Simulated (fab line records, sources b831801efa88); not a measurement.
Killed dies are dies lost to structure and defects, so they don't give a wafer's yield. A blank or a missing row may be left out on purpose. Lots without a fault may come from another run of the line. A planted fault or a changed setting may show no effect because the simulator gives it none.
Split-lot experiment | flow gf180mcu | 5 lots, 23 wafers read, on a route of 602 steps

THE SPLIT
At GF_V1_SPUTTER_21 (material Ti, target thk 15 nm, time 80.02 s), the setting time_s was moved away from the recipe's 80.02 s on 10 of the 23 wafers read, by -14.7% to +9.9%. The other wafers ran this setting at the recipe's value.

The reading is taken at the split's own step.

THE READING
Ti_of_V1_SPUTTER_21.thk_nm (the simulator's own value, which no gauge read), in nm, at GF_V1_SPUTTER_21 (material Ti, target thk 15 nm, time 80.02 s). The file gives no usual value for it. The 13 wafers here that ran the recipe average 14.89 nm, standard deviation 0.21 nm.

wafer  | tool, chamber at the split | time_s as run, s | against the recipe | Ti_of_V1_SPUTTER_21.thk_nm, nm | against lot-mates on the recipe
L074.1 | pvd_sputter-04, -          | 80.02            | recipe             | 14.81                          | -
L074.2 | pvd_sputter-04, -          | 80.02            | recipe             | 14.77                          | -
L074.3 | pvd_sputter-04, -          | 84.24            | +5.3%              | 15.7                           | +0.91
L074.4 | pvd_sputter-04, -          | 84.24            | +5.3%              | 15.58                          | +0.79
L074.5 | pvd_sputter-04, -          | 84.24            | +5.3%              | 15.58                          | +0.79
L077.1 | pvd_sputter-02, -          | 69.38            | -13.3%             | 13.03                          | -2.24
L077.2 | pvd_sputter-02, -          | 80.02            | recipe             | 15.31                          | -
L077.4 | pvd_sputter-02, -          | 69.38            | -13.3%             | 13.16                          | -2.11
L077.5 | pvd_sputter-02, -          | 69.38            | -13.3%             | 13.07                          | -2.20
L077.6 | pvd_sputter-02, -          | 80.02            | recipe             | 15.23                          | -
L081.1 | pvd_sputter-04, -          | 80.02            | recipe             | 14.62                          | -
L081.2 | pvd_sputter-04, -          | 87.98            | +9.9%              | 16.04                          | +1.41
L081.3 | pvd_sputter-04, -          | 80.02            | recipe             | 14.67                          | -
L081.5 | pvd_sputter-04, -          | 80.02            | recipe             | 14.61                          | -
L081.6 | pvd_sputter-04, -          | 87.98            | +9.9%              | 16.29                          | +1.66
L082.2 | pvd_sputter-04, -          | 80.02            | recipe             | 14.94                          | -
L082.3 | pvd_sputter-04, -          | 80.02            | recipe             | 14.81                          | -
L082.5 | pvd_sputter-04, -          | 80.02            | recipe             | 14.91                          | -
L084.1 | pvd_sputter-03, -          | 68.27            | -14.7%             | 12.86                          | -2.09
L084.2 | pvd_sputter-03, -          | 68.27            | -14.7%             | 12.86                          | -2.09
L084.3 | pvd_sputter-03, -          | 80.02            | recipe             | 14.93                          | -
L084.4 | pvd_sputter-03, -          | 80.02            | recipe             | 14.87                          | -
L084.5 | pvd_sputter-03, -          | 80.02            | recipe             | 15.06                          | -

THE FIT
A straight line over all 23 wafers: Ti_of_V1_SPUTTER_21.thk_nm changes by +0.135 nm for each +1% of time_s; r = +0.99; the points scatter about the line by 0.17 nm.
The same after taking each lot's own level away (the mean of its wafers on the recipe; 23 wafers): +0.155 nm for each +1%; r = +1.00; scatter 0.097 nm.
On that fit, the largest move of time_s shifts the reading by 2.3 nm.
The lots' own levels span 14.633 to 15.270 nm, that is 3.1 times the standard deviation above.
So the lot-to-lot level changes the slope: the two fits differ.
Check: with one of the wafers moved furthest among these (-14.7%) left out of the fit, the line predicts -2.31 nm for it against its lot-mates. It came out at -2.09 nm against them.

OTHER SPLITS ON THESE WAFERS
These wafers also went through other splits before the reading. Each is held against what the fit with the lots' levels taken away leaves over:
other split on the same wafers | wafers away from the commonest value | r with Ti_of_V1_SPUTTER_21.thk_nm (lot level and that fit taken away)
GF_V1_SOFTBAKE_10 time_s       | 8                                    | -0.18

THE FILE'S OWN FIT
Ti_of_V1_SPUTTER_21.thk_nm changes by +0.153 nm for each +1% of time_s, r = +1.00.
